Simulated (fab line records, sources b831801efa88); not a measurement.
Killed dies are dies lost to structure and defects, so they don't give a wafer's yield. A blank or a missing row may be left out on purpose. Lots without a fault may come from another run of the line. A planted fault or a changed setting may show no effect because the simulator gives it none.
A struck lot beside a sound one | flow sky130 | 24 steps out of a route of 708
Sound: wafers L597.2, L597.3, L597.4. Struck: wafer L603.1. (L603.2 of the same lot was not struck and is left out.) The cause comes at the end.
At each step with rows: each side's tool, then ch and its chambers, then its first start. Under that, the readings that differ: sound wafers | struck wafers | difference of the means | sigmas: that difference in standard deviations of wafers without a fault.
alike: readings whose means differ by less than 2 such deviations, and words and numbers that are the same on both sides. not compared: withheld readings, readings that some wafer has no value for, bounds like >300 that may hide the same value, and numbers for which the record gives no deviation and whose values overlap.
The two part at a step that has a row with sigmas, a row that says differs or no value, or rows on one side only. Numbers that don't overlap but have no deviation are shown without sigmas and don't part them. A reading that every wafer of one side lacks parts them only if that side has two wafers or more.

first, 6 steps without rows for these wafers: SKY_PWDE_HMDS_01 (prime time 60 s); SKY_PWDE_COAT_02 (resist thk 3000 nm); SKY_PWDE_SOFTBAKE_03; SKY_PWDE_EXPOSE_04 (exposes mask PWDEM, target cd 840 nm); SKY_PWDE_PEB_05; SKY_PWDE_DEVELOP_06 (develop time 60 s).
SKY_PWDE_OVL_MEAS_07:
  sound on overlay-01, day 3 18:54; struck on overlay-01, day 5 05:51
  alike: PWDE_OVL
then, 1 step without rows for these wafers: SKY_PWDE_IMPLANT_08.
SKY_PWDE_STRIP_09: strips in O2/N2.
  sound on plasma_asher-04 ch 0,1, day 3 19:05; struck on plasma_asher-04 ch 1, day 5 06:02
  reading                      | sound             | struck | difference | sigmas
  strip_time_to_endpoint_s (s) | 37.09 36.98 37.11 | 36.85  | -0.21      | -2
  alike: drypump_motor_current_A, oes_product_au
  not compared: rf_hours_counter_h
SKY_PWDE_TW_MEAS_10:
  sound on film_metro-01, day 3 19:11; struck on film_metro-04, day 5 06:08
  reading | sound       | struck | difference | sigmas
  PWDE_TW | 368 369 367 | 380    | +12        | +3
then, 2 steps without rows for these wafers: SKY_NWELL_DEHYDRATE_03 (time 60 s); SKY_NWELL_HMDS_04 (prime time 60 s).
SKY_NWELL_COAT_05: resist thk 3000 nm.
  sound on litho_track-04 ch 0, day 4 03:20; struck on litho_track-04 ch 0, day 5 14:39
  reading                                 | sound          | struck | difference | sigmas
  model.coat_of_NWELL_COAT_05.thk_nm (nm) | 2996 3000 2993 | 1760   | -1236      |
then, 3 steps without rows for these wafers: SKY_NWELL_SOFTBAKE_06; SKY_NWELL_EXPOSE_07 (exposes mask NWM, target cd 840 nm); SKY_NWELL_PEB_08.
SKY_NWELL_DEVELOP_09: develop time 60 s.
  sound on litho_track-03 ch 0; struck on litho_track-04 ch 0
  reading                                 | sound          | struck | difference | sigmas
  model.coat_of_NWELL_COAT_05.thk_nm (nm) | 2992 2996 2988 | 1755   | -1237      |
SKY_NWELL_OVL_MEAS_10:
  sound on overlay-01, day 4 11:54; struck on overlay-01, day 5 23:45
  reading           | sound       | struck | difference | sigmas
  NWELL_00_OVL (nm) | 2.3 1.9 2.2 | -2.0   | -4.1       | -3
then, 3 steps without rows for these wafers: SKY_NWELL_IMPLANT_11; SKY_NWELL_IMPLANT_12; SKY_NWELL_IMPLANT_13.
SKY_NWELL_STRIP_14: strips in O2/N2.
  sound on plasma_asher-03 ch 0,1, day 4 12:23; struck on plasma_asher-03 ch 0, day 6 00:14
  reading                      | sound             | struck | difference | sigmas
  strip_time_to_endpoint_s (s) | 36.87 36.92 36.85 | 22.51  | -14.37     | -99 or more
  alike: drypump_motor_current_A, oes_product_au
  not compared: rf_hours_counter_h
SKY_NWELL_TW_MEAS_15:
  sound on film_metro-03, day 4 12:29; struck on film_metro-01, day 6 00:20
  alike: NWELL_TW
-- the record jumps here: 41 days lie between the struck wafers' starts before and after (it left off in module NWELL and takes up again in module PAD_OPEN, whose first step shown is number 708 of the route) --
SKY_PAD_OPEN_PROBE_99:
  sound on prober-02, day 45 12:40; struck on prober-02, day 47 05:43
  reading                                 | sound                         | struck    | difference | sigmas
  killed_at_contacts                      | 31 18 19                      | 36        | +13        | +3
  killed_at_front_end                     | 9 10 13                       | 21        | +10        | +2
  model.etest.pfet_16v.r_on_ohm_um        | 1.572e+04 1.557e+04 1.585e+04 | 1.591e+04 | +1.967e+02 |
  model.etest.nfet_16v.r_on_ohm_um        | 1.408e+04 1.413e+04 1.422e+04 | 1.338e+04 | -7.633e+02 |
  model.etest.res_nwell.line_ohm_um       | 1189 1177 1221                | 1060      | -136       |
  model.etest.res_nwell.width_nm (nm)     | 847.9 841.2 841.1             | 926.1     | +82.7      |
  model.etest.res_iso_pwell.width_nm (nm) | 2624 2630 2645                | 2587      | -46        |
  model.etest.pfet_16v.drive_ua_um        | 235.1 237.6 233.7             | 227.4     | -8.1       |
  alike: killed_at_M0_to_M3, killed_at_M4_up, killed_at_other, killed_dies, killed_open, killed_short

WHERE THEY PART
First at SKY_PWDE_STRIP_09; last, within this record, at SKY_PAD_OPEN_PROBE_99.

WHY: what the simulator had put in
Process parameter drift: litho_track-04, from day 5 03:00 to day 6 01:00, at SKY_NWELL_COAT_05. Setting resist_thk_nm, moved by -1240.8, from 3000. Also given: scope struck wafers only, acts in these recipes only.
